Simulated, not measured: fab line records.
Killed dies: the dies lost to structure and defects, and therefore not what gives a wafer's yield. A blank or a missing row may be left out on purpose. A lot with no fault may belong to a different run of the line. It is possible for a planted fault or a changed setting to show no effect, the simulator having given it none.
Comparing a struck lot with a sound one | flow sky130 | 27 out of 708 route steps
Sound: these wafers, L589.1, L589.5, L589.6. The struck wafers were L592.1, L592.5, L592.6. The cause comes at the end.
Per side, at each step with rows, come the tool, then ch with its chambers, and then its first start. Under that, the readings that differ: sound wafers | struck wafers | difference of the means | sigmas: that difference in standard deviations of wafers without a fault.
alike: words and numbers the same on both sides, and readings whose means are apart by under 2 such deviations; not compared: readings that were withheld, readings missing a value for some wafer, numbers with overlapping values and no deviation given by the record, and bounds like >300 which may hide the same value.
The two part at a step that has a row with sigmas, a row that says differs or no value, or rows on one side only. Numbers that have no deviation but don't overlap get no sigmas and don't part them. A reading missing from all wafers of one side parts the sides only when that side holds two or more wafers.

first, 3 steps without rows for these wafers: SKY_LDD_N_EXPOSE_04 (exposes mask NTM, target cd 840 nm); SKY_LDD_N_PEB_05; SKY_LDD_N_DEVELOP_06 (develop time 60 s).
SKY_LDD_N_OVL_MEAS_07:
  sound: overlay-01 at day 20 11:50; struck: overlay-02 at day 22 13:47
  alike: LDD_N_OVL
then, 8 steps without rows for these wafers: SKY_LDD_N_IMPLANT_08; SKY_LDD_N_IMPLANT_09; SKY_LDD_N_IMPLANT_10; SKY_LDD_N_IMPLANT_11; SKY_LDD_N_IMPLANT_12; SKY_LDD_N_IMPLANT_13; SKY_LDD_N_IMPLANT_14; SKY_LDD_N_IMPLANT_15.
SKY_LDD_N_STRIP_16: strips in O2/N2.
  sound on plasma_asher-03 ch 0,1, day 20 13:04; struck on plasma_asher-04 ch 0,1, day 22 15:01
  no value came back on the struck wafers for chamber_pressure_mTorr (mTorr), drypump_motor_current_A (A), oes_product_au (a.u.), strip_time_to_endpoint_s (s); on the sound wafers chamber_pressure_mTorr (mTorr) reads 1499.0 1497.9 1498.4
  reading                                    | sound | struck            | difference | sigmas
  model.NOVOLAK_of_LDD_N_COAT_02.thk_nm (nm) | 0 0 0 | 297.8 298.5 297.7 | +298.0     |
  not compared: rf_hours_counter_h
SKY_LDD_N_TW_MEAS_17:
  sound: film_metro-01 at day 20 13:10; struck: film_metro-02 at day 22 15:07
  alike: LDD_N_TW
then, 7 steps without rows for these wafers: SKY_LDD_P_DEHYDRATE_00 (time 60 s); SKY_LDD_P_HMDS_01 (prime time 60 s); SKY_LDD_P_COAT_02 (resist thk 1140 nm); SKY_LDD_P_SOFTBAKE_03 (time 60 s); SKY_LDD_P_EXPOSE_04 (exposes mask PSDM, target cd 380 nm); SKY_LDD_P_PEB_05; SKY_LDD_P_DEVELOP_06 (develop time 60 s).
SKY_LDD_P_CD_MEAS_07 targets a cd of 380 nm.
  sound: cd_sem-02 at day 21 19:55; struck: cd_sem-02 at day 23 20:42
  alike: cd_nm
SKY_LDD_P_OVL_MEAS_08:
  sound: overlay-01 at day 21 20:02; struck: overlay-01 at day 23 20:49
  alike: LDD_P_OVL
following that, these wafers have no rows for 1 step: SKY_LDD_P_IMPLANT_09.
SKY_LDD_P_STRIP_10: strips in O2/N2.
  sound on plasma_asher-01 ch 0,1, day 21 20:13; struck on plasma_asher-02 ch 0,1, day 23 21:01
  reading                      | sound             | struck            | difference | sigmas
  strip_time_to_endpoint_s (s) | 14.10 14.09 14.15 | 18.72 18.69 18.74 | +4.60      | +99 or more
  alike: chamber_pressure_mTorr, drypump_motor_current_A, oes_product_au
  not compared: rf_hours_counter_h
SKY_LDD_P_TW_MEAS_11:
  sound: film_metro-01 at day 21 20:19; struck: film_metro-04 at day 23 21:07
  reading  | sound             | struck         | difference | sigmas
  LDD_P_TW | 636.6 633.2 631.6 | 29.8 29.8 30.0 | -603.9     | -99 or more
then, 1 step without rows for these wafers: SKY_LDD_HVN_DEHYDRATE_00 (time 60 s).

== WHERE THEY PART ==
At SKY_LDD_N_STRIP_16 first; at SKY_LDD_P_TW_MEAS_11 last (within this record only).

WHY: what the simulator had put in
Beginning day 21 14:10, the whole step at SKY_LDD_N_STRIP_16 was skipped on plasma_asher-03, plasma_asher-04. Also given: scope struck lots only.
